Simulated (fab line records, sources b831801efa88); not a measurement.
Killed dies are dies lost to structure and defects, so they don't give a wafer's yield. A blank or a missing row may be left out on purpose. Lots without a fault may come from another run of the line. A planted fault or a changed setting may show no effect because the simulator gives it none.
fab line records | flow gf180mcu
record lots=15 wafers=45 last_day=34
route steps=602 shown NWELL@44 LVPWELL@65 MVSD@77 M2@378 V2@396
lots that met no fault: from a run of the same line without faults
start_h: hours from the record's first day to the start of the lot's first wafer shown | wait_h: hours since the lot's step before | " the same as in the row above | L1.1+2: a row that stands for several wafers | - no value, or no start given | * or withheld: withheld | < > ~ a bound
route shown NAME@n: a module of which the file shows steps, and the number in the route of the first | usual: mean/standard deviation of fault-free wafers | same: alike in all rows | chamber/n: place in a boat | sites: the reading at each site | _std_site: their standard deviation | _edge_site: outer sites' mean less inner sites' | radius_mm: how far each site lies from the wafer's centre | mask NAME#n: copy n | behind: the tool/chamber that last shaped the wafer | hold: why the lot was held/for how many hours/how that ended | device: the transistor (n, p or np) that didn't switch | end of line: the same wafers' tests at the end of the route | a step without rows: its recipe alone | killed: dies lost to structure and defects at the first sort, not the wafer's yield | map: a wafer's dies, x killed, . not, _ none there
set.NAME: the setting as run; set.NAME@STEP: as run at that earlier step | model.NAME: the simulator's own value behind a step, which no gauge read
steps of the route over a sample of lots; a table a step, a row a wafer
services: from which hour (start_h, from the record's first day; less than 0 if before it) a tool's chamber was out of use, for how many hours, and why
## steps
# step GF_NWELL_COAT_02
# recipe spin_rpm=2000 resist_thk_nm=3000
# usual chill_plate_temp_C=23.03/0.11 dispense_pressure_kPa=49/3.2
# columns lot.wafer tool chamber start_h wait_h chill_plate_temp_C dispense_pressure_kPa
L333.4 litho_track-01 0 50.95 0.1 22.86 47
L333.5 " 0 " " 23.17 47
L333.6 " 0 " " 23.05 47
L334.2 litho_track-02 0 54.97 0.1 23.10 54
L334.4 " 0 " " 23.17 54
L334.6 " 0 " " 23.16 54
L335.1 litho_track-04 0 58.28 0.1 22.87 48
L335.2 " 0 " " 22.91 48
L335.6 " 0 " " 23.05 48
L336.2 litho_track-02 0 63.57 0.1 23.09 54
L336.5 " 0 " " 23.08 54
L336.6 " 0 " " 23.08 54
L339.1 litho_track-02 0 80.64 0.1 22.97 54
L339.5 " 0 " " 22.79 54
L339.6 " 0 " " 22.93 54
L340.1 litho_track-01 0 86.57 0.1 22.93 47
L340.4 " 0 " " 23.10 47
L340.5 " 0 " " 22.98 46
L344.1 litho_track-01 - 108.87 0.1 - -
L344.5 " - " " - -
L344.6 " - " " - -
L345.1 litho_track-02 - 113.14 0.1 - -
L345.2 " - " " - -
L345.3 " - " " - -
L346.3 litho_track-01 - 117.92 0.1 - -
L346.5 " - " " - -
L346.6 " - " " - -
L350.1 litho_track-02 0 140.44 0.1 23.06 54
L350.4 " 0 " " 22.89 54
L350.6 " 0 " " 23.17 54
L351.1 litho_track-02 0 146.14 0.1 23.11 54
L351.2 " 0 " " 23.13 54
L351.3 " 0 " " 23.07 54
L352.2 litho_track-04 0 150.35 0.1 23.06 48
L352.3 " 0 " " 23.04 48
L352.6 " 0 " " 23.06 48
L354.2 litho_track-04 0 160.70 0.1 23.14 48
L354.5 " 0 " " 23.18 48
L354.6 " 0 " " 23.25 48
L355.1 litho_track-01 0 166.42 0.1 23.01 47
L355.4 " 0 " " 23.00 46
L355.6 " 0 " " 23.16 47
L356.4 litho_track-04 0 171.50 0.1 22.96 48
L356.5 " 0 " " 23.01 48
L356.6 " 0 " " 22.90 48
# step GF_NWELL_OVL_MEAS_07
# usual NWELL_OVL=0.0/1.8
# columns lot.wafer tool chamber start_h wait_h NWELL_OVL[nm]
L333.4 overlay-02 - 57.69 - 1.6
L333.5 " - " " 2.0
L333.6 " - " " 2.0
L334.2 overlay-02 - 62.14 - 2.0
L334.4 " - " " 0.5
L334.6 " - " " -0.1
L335.1 overlay-02 - 64.68 - -0.1
L335.2 " - " " 0.0
L335.6 " - " " -1.3
L336.2 overlay-02 - 70.04 - 1.0
L336.5 " - " " 0.0
L336.6 " - " " 1.1
L339.1 overlay-01 - 87.33 - -0.9
L339.5 " - " " -0.6
L339.6 " - " " 0.5
L340.1 overlay-01 - 93.97 - 2.6
L340.4 " - " " 2.7
L340.5 " - " " 3.2
L344.1 overlay-01 - 116.14 - -
L344.5 " - " " -
L344.6 " - " " -
L345.1 overlay-02 - 119.94 - -
L345.2 " - " " -
L345.3 " - " " -
L346.3 overlay-01 - 125.84 - -
L346.5 " - " " -
L346.6 " - " " -
L350.1 overlay-01 - 148.08 - -0.9
L350.4 " - " " -0.1
L350.6 " - " " -2.0
L351.1 overlay-01 - 153.68 - -2.4
L351.2 " - " " -1.6
L351.3 " - " " -2.9
L352.2 overlay-02 - 158.48 - -3.7
L352.3 " - " " -2.3
L352.6 " - " " -1.3
L354.2 overlay-01 - 168.95 - -0.2
L354.5 " - " " -2.5
L354.6 " - " " -1.7
L355.1 overlay-01 - 174.77 - -2.3
L355.4 " - " " -3.4
L355.6 " - " " -2.7
L356.4 overlay-02 - 180.50 - -1.1
L356.5 " - " " -1.6
L356.6 " - " " -0.5
# step GF_LVPWELL_TW_MEAS_11
# usual LVPWELL_TW=556/4
# columns lot.wafer tool chamber start_h wait_h LVPWELL_TW
L333.4 film_metro-02 - 70.32 0.1 562
L333.5 " - " " 561
L333.6 " - " " 563
L334.2 film_metro-02 - 75.19 0.1 560
L334.4 " - " " 562
L334.6 " - " " 559
L335.1 film_metro-02 - 78.24 0.1 564
L335.2 " - " " 559
L335.6 " - " " 561
L336.2 film_metro-04 - 84.20 0.1 553
L336.5 " - " " 555
L336.6 " - " " 554
L339.1 film_metro-03 - 101.97 0.1 553
L339.5 " - " " 552
L339.6 " - " " 554
L340.1 film_metro-03 - 108.63 0.1 551
L340.4 " - " " 550
L340.5 " - " " 551
L344.1 film_metro-03 - 131.58 0.1 1596
L344.5 " - " " 1585
L344.6 " - " " 1580
L345.1 film_metro-02 - 135.68 0.1 1601
L345.2 " - " " 1594
L345.3 " - " " 1606
L346.3 film_metro-04 - 141.60 0.1 1580
L346.5 " - " " 1585
L346.6 " - " " 1574
L350.1 film_metro-03 - 164.68 0.1 552
L350.4 " - " " 547
L350.6 " - " " 552
L351.1 film_metro-04 - 169.94 0.1 554
L351.2 " - " " 552
L351.3 " - " " 554
L352.2 film_metro-03 - 175.15 0.1 554
L352.3 " - " " 555
L352.6 " - " " 553
L354.2 film_metro-03 - 185.95 0.1 553
L354.5 " - " " 555
L354.6 " - " " 554
L355.1 film_metro-03 - 191.63 0.1 553
L355.4 " - " " 555
L355.6 " - " " 554
L356.4 film_metro-03 - 197.86 0.1 549
L356.5 " - " " 552
L356.6 " - " " 555
# step GF_MVSD_TW_MEAS_11
# usual MVSD_TW=1567/11
# columns lot.wafer tool chamber start_h wait_h MVSD_TW
L333.4 film_metro-02 - 84.35 0.1 1579
L333.5 " - " " 1585
L333.6 " - " " 1587
L334.2 film_metro-04 - 88.67 0.1 1561
L334.4 " - " " 1549
L334.6 " - " " 1554
L335.1 film_metro-02 - 90.77 0.1 1591
L335.2 " - " " 1587
L335.6 " - " " 1594
L336.2 film_metro-02 - 97.80 0.1 1584
L336.5 " - " " 1576
L336.6 " - " " 1575
L339.1 film_metro-03 - 117.06 0.1 1562
L339.5 " - " " 1560
L339.6 " - " " 1557
L340.1 film_metro-03 - 123.66 0.1 1566
L340.4 " - " " 1567
L340.5 " - " " 1565
L344.1 film_metro-03 - 147.16 0.1 1949
L344.5 " - " " 1933
L344.6 " - " " 1934
L345.1 film_metro-04 - 151.81 0.1 1942
L345.2 " - " " 1951
L345.3 " - " " 1943
L346.3 film_metro-02 - 157.61 0.1 1969
L346.5 " - " " 1959
L346.6 " - " " 1970
L350.1 film_metro-04 - 181.09 0.1 1564
L350.4 " - " " 1576
L350.6 " - " " 1560
L351.1 film_metro-03 - 186.46 0.1 1566
L351.2 " - " " 1567
L351.3 " - " " 1563
L352.2 film_metro-02 - 191.66 0.1 1574
L352.3 " - " " 1577
L352.6 " - " " 1567
L354.2 film_metro-02 - 203.42 0.1 1578
L354.5 " - " " 1592
L354.6 " - " " 1590
L355.1 film_metro-03 - 209.75 0.1 1546
L355.4 " - " " 1551
L355.6 " - " " 1555
L356.4 film_metro-04 - 216.23 0.1 1566
L356.5 " - " " 1561
L356.6 " - " " 1560
# step GF_M2_METAL_ETCH_16
# recipe chemistry=Cl2/BCl3 mask_material=KrF target_depth_nm=627.5 stop_on=SiO2 pressure_mtorr=8 icp_w=800 bias_w=140 Cl2_flow_sccm=80 bcl3_flow_sccm=40 time_s=104.6
# usual drypump_motor_current_A=5.7/0.42 oes_product_au=0.971/0.0057 throttle_valve_pct=28.251/0.0096
# columns lot.wafer tool chamber start_h wait_h drypump_motor_current_A oes_product_au rf_hours_counter_h throttle_valve_pct
L333.4 rie_metal-01 0 433.71 0.0 6.0 0.975 - 28.248
L333.5 " 0 " " 6.0 0.973 - 28.243
L333.6 " 1 " " 5.2 0.974 - 28.247
L334.2 rie_metal-01 1 445.38 0.0 5.3 0.976 5 28.239
L334.4 " 1 " " 5.3 0.974 - 28.266
L334.6 " 1 " " 5.3 0.968 - 28.237
L335.1 rie_metal-04 0 449.40 0.0 6.6 0.974 9 28.234
L335.2 " 1 " " 5.9 0.972 11 28.247
L335.6 " 1 " " 5.9 0.973 - 28.244
L336.2 rie_metal-03 1 453.55 0.0 5.5 0.961 0 28.260
L336.5 " 0 " " 5.6 0.969 - 28.262
L336.6 " 1 " " 5.5 0.966 - 28.270
L339.1 rie_metal-01 1 488.93 0.0 5.3 0.974 6 28.238
L339.5 " 1 " " 5.2 0.970 - 28.228
L339.6 " 0 " " 6.0 0.980 - 28.249
L340.1 rie_metal-04 1 500.38 0.0 5.9 0.971 12 28.226
L340.4 " 0 " " 6.7 0.968 - 28.264
L340.5 " 0 " " 6.6 0.963 - 28.271
L344.1 rie_metal-03 0 543.63 0.0 5.6 0.975 8 28.254
L344.5 " 1 " " 5.4 0.972 - 28.260
L344.6 " 0 " " 5.6 0.966 - 28.260
L345.1 rie_metal-04 1 544.27 0.0 5.9 0.966 0 28.251
L345.2 " 0 " " 6.7 0.966 11 28.260
L345.3 " 0 " " 6.7 0.977 - 28.244
L346.3 rie_metal-01 1 551.45 0.1 5.3 0.972 - 28.259
L346.5 " 1 " " 5.2 0.959 - 28.237
L346.6 " 1 " " 5.2 0.964 - 28.251
L350.1 rie_metal-01 1 584.48 0.0 5.2 0.966 9 28.246
L350.4 " 1 " " 5.2 0.970 - 28.256
L350.6 " 1 " " 5.2 0.974 - 28.266
L351.1 rie_metal-03 1 592.73 0.0 5.5 0.974 3 28.249
L351.2 " 0 " " 5.6 0.969 9 28.264
L351.3 " 0 " " 5.6 0.966 - 28.251
L352.2 rie_metal-04 1 597.01 0.1 5.9 0.972 - 28.255
L352.3 " 1 " " 5.9 0.974 - 28.245
L352.6 " 1 " " 5.9 0.972 - 28.258
L354.2 rie_metal-04 0 610.17 0.0 6.7 0.974 0 28.253
L354.5 " 1 " " 5.9 0.977 - 28.263
L354.6 " 0 " " 6.7 0.978 - 28.248
L355.1 rie_metal-03 1 616.85 0.0 5.5 0.975 4 28.250
L355.4 " 0 " " 5.6 0.977 - 28.259
L355.6 " 1 " " 5.5 0.977 - 28.242
L356.4 rie_metal-03 0 624.96 0.0 5.6 0.979 - 28.251
L356.5 " 1 " " 5.5 0.959 - 28.242
L356.6 " 0 " " 5.6 0.979 - 28.249
# step GF_V2_CD_MEAS_14
# recipe target_cd_nm=260
# usual cd_nm=260.1/1.4
# columns lot.wafer tool chamber start_h wait_h cd_nm
L333.4 cd_sem-02 - 459.17 0.1 260.0
L333.5 " - " " 260.6
L333.6 " - " " 259.2
L334.2 cd_sem-02 - 470.81 0.1 261.2
L334.4 " - " " 262.2
L334.6 " - " " 261.8
L335.1 cd_sem-01 - 474.74 0.1 262.6
L335.2 " - " " 262.1
L335.6 " - " " 262.2
L336.2 cd_sem-01 - 478.81 0.1 259.5
L336.5 " - " " 259.2
L336.6 " - " " 260.1
L339.1 cd_sem-01 - 514.11 0.1 259.4
L339.5 " - " " 257.4
L339.6 " - " " 258.9
L340.1 cd_sem-02 - 525.43 0.1 259.0
L340.4 " - " " 258.0
L340.5 " - " " 257.9
L344.1 cd_sem-02 - 567.06 0.1 262.4
L344.5 " - " " 261.6
L344.6 " - " " 262.1
L345.1 cd_sem-02 - 568.08 0.1 259.9
L345.2 " - " " 260.0
L345.3 " - " " 260.5
L346.3 cd_sem-01 - 575.00 0.1 257.4
L346.5 " - " " 257.6
L346.6 " - " " 257.7
L350.1 cd_sem-02 - 607.01 0.1 260.5
L350.4 " - " " 260.5
L350.6 " - " " 260.4
L351.1 cd_sem-02 - 614.96 0.1 260.0
L351.2 " - " " 260.0
L351.3 " - " " 258.9
L352.2 cd_sem-01 - 618.85 0.1 259.3
L352.3 " - " " 260.8
L352.6 " - " " 259.1
L354.2 cd_sem-01 - 632.46 0.1 262.1
L354.5 " - " " 263.8
L354.6 " - " " 261.7
L355.1 cd_sem-01 - 638.51 0.2 259.5
L355.4 " - " " 259.7
L355.6 " - " " 259.0
L356.4 cd_sem-02 - 646.36 0.2 260.0
L356.5 " - " " 258.7
L356.6 " - " " 258.8
# step GF_V2_STRIP_18
# recipe chemistry=O2/N2 power_w=1400 pressure_mtorr=1500 platen_temp_c=250 o2_flow_sccm=3000 n2_flow_sccm=300 overash_fraction=0.5
# usual drypump_motor_current_A=5.5/0.34 heater_power_w=338/36 oes_product_au=0.593/0.0046
# columns lot.wafer tool chamber start_h wait_h drypump_motor_current_A heater_power_w oes_product_au rf_hours_counter_h
L333.4 plasma_asher-04 1 459.43 - 6.0 287 0.591 -
L333.5 " 1 " " 6.1 285 0.591 -
L333.6 " 0 " " 5.2 321 0.598 -
L334.2 plasma_asher-04 0 471.08 - 5.2 330 0.595 5
L334.4 " 1 " " 6.0 278 0.584 -
L334.6 " 1 " " 6.0 287 0.583 -
L335.1 plasma_asher-02 0 475.03 - 5.0 305 0.593 86
L335.2 " 1 " " 5.6 353 0.593 86
L335.6 " 0 " " 5.1 305 0.596 -
L336.2 plasma_asher-01 0 479.08 - 5.7 364 0.593 35
L336.5 " 0 " " 5.7 372 0.593 -
L336.6 " 1 " " 5.3 383 0.590 -
L339.1 plasma_asher-04 1 514.40 - 6.1 292 0.605 9
L339.5 " 1 " " 6.0 280 0.606 -
L339.6 " 0 " " 5.2 325 0.594 -
L340.1 plasma_asher-01 1 525.72 - 5.3 381 0.599 39
L340.4 " 1 " " 5.3 384 0.586 -
L340.5 " 0 " " 5.7 383 0.593 -
L344.1 plasma_asher-04 1 567.35 - 6.1 286 0.595 14
L344.5 " 1 " " 6.1 286 0.597 -
L344.6 " 0 " " 5.2 328 0.597 -
L345.1 plasma_asher-04 0 568.37 - 5.2 323 0.591 14
L345.2 " 1 " " 6.1 282 0.584 14
L345.3 " 0 " " 5.2 325 0.588 -
L346.3 plasma_asher-04 1 575.28 - 6.1 283 0.587 -
L346.5 " 1 " " 6.1 290 0.595 -
L346.6 " 0 " " 5.2 336 0.595 -
L350.1 plasma_asher-02 0 607.30 - 5.0 302 0.586 100
L350.4 " 1 " " 5.6 350 0.599 -
L350.6 " 0 " " 5.0 317 0.592 -
L351.1 plasma_asher-02 1 615.25 - 5.6 343 0.586 101
L351.2 " 0 " " 5.0 314 0.594 101
L351.3 " 0 " " 5.0 308 0.590 -
L352.2 plasma_asher-02 1 619.12 - 5.6 352 0.591 101
L352.3 " 0 " " 5.0 314 0.594 -
L352.6 " 0 " " 5.0 300 0.597 -
L354.2 plasma_asher-01 1 632.73 - 5.3 385 0.590 51
L354.5 " 0 " " 5.8 371 0.591 -
L354.6 " 1 " " 5.3 376 0.594 -
L355.1 plasma_asher-01 1 638.80 - 5.3 379 0.596 52
L355.4 " 0 " " 5.7 368 0.595 -
L355.6 " 0 " " 5.7 358 0.591 -
L356.4 plasma_asher-04 0 646.62 - 5.2 328 0.589 -
L356.5 " 1 " " 6.1 290 0.586 -
L356.6 " 0 " " 5.2 331 0.592 -
## services
# columns tool chamber start_h hours kind
plasma_asher-02 - 39.47 2.4 repair
plasma_asher-01 - 108.75 9.0 pm
plasma_asher-02 - 119.87 2.3 repair
rie_metal-01 0 152.20 11.0 repair
plasma_asher-01 - 158.45 2.0 repair
plasma_asher-04 - 177.88 0.7 repair
plasma_asher-04 - 231.25 2.7 repair
rie_metal-03 - 292.65 2.8 pm
rie_metal-01 1 359.28 2.9 repair
plasma_asher-04 - 421.25 9.0 pm
plasma_asher-01 - 429.20 9.6 repair
rie_metal-04 - 434.82 3.3 repair
plasma_asher-01 - 441.77 4.6 repair
plasma_asher-02 - 452.64 1.2 repair
plasma_asher-01 - 463.97 2.8 pm
plasma_asher-01 - 492.16 1.0 repair
plasma_asher-02 - 535.96 7.0 repair
plasma_asher-04 - 541.05 15.6 pm
plasma_asher-02 - 546.20 1.5 repair
rie_metal-04 - 564.42 0.4 repair
plasma_asher-02 - 579.63 2.8 pm
plasma_asher-02 - 612.53 0.4 repair
plasma_asher-01 - 618.88 1.8 repair
rie_metal-04 1 628.14 7.9 repair
## key
first_sign step=GF_NWELL_COAT_02 reading=tool_record direction=missing
effect step=GF_NWELL_OVL_MEAS_07 reading=NWELL_OVL direction=missing
effect step=GF_LVPWELL_TW_MEAS_11 reading=LVPWELL_TW direction=up sigmas=99+ usual=556 struck=1589
effect step=GF_MVSD_TW_MEAS_11 reading=MVSD_TW direction=up sigmas=36 usual=1567 struck=1950
met_at GF_NWELL_COAT_02
struck_lots L344,L345,L346
sort_left_out L344.1,L344.5,L344.6,L345.1,L345.2,L345.3,L346.3,L346.5,L346.6
tester_left_out L344,L345,L346
not_acting_at GF_M2_METAL_ETCH_16,GF_V2_CD_MEAS_14,GF_V2_STRIP_18
onset_between 86.57 108.87
fault kind=skipped_step_whole tool=litho_track-01,litho_track-02 chamber=- onset_h=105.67 steps=GF_NWELL_COAT_02 scope=struck_lots_only
# tester_left_out: of these lots the tester's yield and bins aren't shown, on N5 and GAA mostly nor the transistor test; their killed dies are dies lost to structure and defects alone, not to doping, threshold or leakage, so they don't give the yield
# sort_left_out: the simulated sort isn't trusted on such a fault, so these wafers' sort isn't shown, and their yield isn't known
